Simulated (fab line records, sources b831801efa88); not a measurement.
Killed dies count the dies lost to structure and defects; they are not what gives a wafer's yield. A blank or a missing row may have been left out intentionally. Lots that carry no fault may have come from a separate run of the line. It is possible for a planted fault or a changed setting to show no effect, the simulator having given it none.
A struck lot beside a sound one    flow sky130    17 steps out of a route of 708
Sound: these wafers, L694.4, L694.5, L694.6. Struck: wafers L706.1, L706.2, L706.4. At the end, the cause is stated.
Each step with rows lists, per side, the tool, then ch with its chambers, then its first start. Under that, the readings that differ: sound wafers    struck wafers    difference of the means    sigmas: that difference in standard deviations of wafers without a fault.
alike: a reading whose means differ by less than 2 such deviations, as well as words and numbers matching on both sides. not compared: withheld readings; readings where some wafer has no value; bounds like >300 that might hide an equal value; numbers whose values overlap and for which the record gives no deviation.
Wherever a step has rows on one side only, a row that says differs or no value, or a row with sigmas, the two part there. Numbers that have no deviation but don't overlap get no sigmas and don't part them. Lack of a reading on every wafer of one side parts them only where that side has two or more wafers.

first, 1 step without rows for these wafers: SKY_LDD_N_IMPLANT_15.
SKY_LDD_N_STRIP_16: strips in O2/N2.
  sound on plasmaAsher-03 ch 0,1, day 20 05:05; struck on plasmaAsher-01 ch 0,1, day 24 19:28
  alike: drypumpMotorCurrentA, oesProductAu, stripTimeToEndpointS
  not compared: rfHoursCounterH
SKY_LDD_N_TW_MEAS_17:
  sound on filmMetro-01, day 20 05:11; struck on filmMetro-03, day 24 19:34
reading   sound           struck          difference  sigmas
LDD_N_TW  2624 2611 2597  2553 2550 2557  -57         -2
then, 7 steps without rows for these wafers: SKY_LDD_P_DEHYDRATE_00 (time 60 s); SKY_LDD_P_HMDS_01 (prime time 60 s); SKY_LDD_P_COAT_02 (resist thk 1140 nm); SKY_LDD_P_SOFTBAKE_03 (time 60 s); SKY_LDD_P_EXPOSE_04 (exposes mask PSDM, target cd 380 nm); SKY_LDD_P_PEB_05; SKY_LDD_P_DEVELOP_06 (develop time 60 s).
SKY_LDD_P_CD_MEAS_07: the cd target is 380 nm.
  sound on cdSem-02, day 21 11:41; struck on cdSem-01, day 25 23:35
  alike: cdNm
SKY_LDD_P_OVL_MEAS_08:
  sound on overlay-01, day 21 11:46; struck on overlay-02, day 25 23:42
  alike: LDD_P_OVL
SKY_LDD_P_IMPLANT_09:
  sound on implanter-01 ch 0, day 21 11:52; struck on implanter-04 ch 0, day 26 00:04
SKY_LDD_P_STRIP_10: strips in O2/N2.
  sound on plasmaAsher-04 ch 0,1, day 21 11:58; struck on plasmaAsher-01 ch 0,1, day 26 00:13
reading                   sound        struck       difference  sigmas
drypumpMotorCurrentA (A)  6.7 5.8 6.7  4.8 5.2 5.2  -1.3        -3
  alike: oesProductAu, stripTimeToEndpointS
  not compared: rfHoursCounterH
SKY_LDD_P_TW_MEAS_11:
  sound on filmMetro-04, day 21 12:04; struck on filmMetro-03, day 26 00:19
reading   sound        struck       difference  sigmas
LDD_P_TW  637 636 634  781 775 779  +143        +27
then, 1 step without rows for these wafers: SKY_LDD_HVN_DEHYDRATE_00 (time 60 s).
-- record jumps: 25 days separate the struck wafers' starts on either side; left off in module LDD_HVN, taken up again in module PAD_OPEN, whose first shown step is the route's number 708 --
SKY_PAD_OPEN_PROBE_99:
  sound on prober-02, day 47 21:34; struck on prober-02, day 50 15:28
reading                              sound              struck             difference  sigmas
model.etest.tipP.rsOhmSq             6978 6887 6931     3931 3949 3914     -3001       
model.etest.pfet_01v8.rOnOhmUm       3044 2967 2890     2692 2706 2722     -260        
model.etest.tipP.rsOhmSqRange        151.4 232.8 241.4  29.12 85.79 62.98  -149.24     
model.etest.pfet_01v8.driveUaUm      181.2 187.7 193.3  216.3 209.7 210.6  +24.8       
model.etest.pfet_01v8_hvt.driveUaUm  133.1 137.2 142.2  159.9 156 156.8    +20.1       
model.etest.sramPfetLatch.driveUaUm  133.5 133.2 146.3  150.3 152.7 156    +15.3       
model.etest.pfet_01v8_mvt.driveUaUm  142.9 147.3 151.9  160.2 158 158.3    +11.5       
model.etest.pfet_01v8_lvt.driveUaUm  169 171 172.2      180 177.3 176.1    +7          
  alike: killed_at_M0_to_M3, killed_at_M4_up, killedAtContacts, killedAtFrontEnd, killedAtOther, killedDies, killedOpen, killedShort

## WHERE THEY PART
At SKY_LDD_N_TW_MEAS_17 first; at SKY_LDD_P_TW_MEAS_11 last (within this record only). Later steps at which nothing parts them and some readings are alike: SKY_PAD_OPEN_PROBE_99.

WHY: what had been put in by the simulator
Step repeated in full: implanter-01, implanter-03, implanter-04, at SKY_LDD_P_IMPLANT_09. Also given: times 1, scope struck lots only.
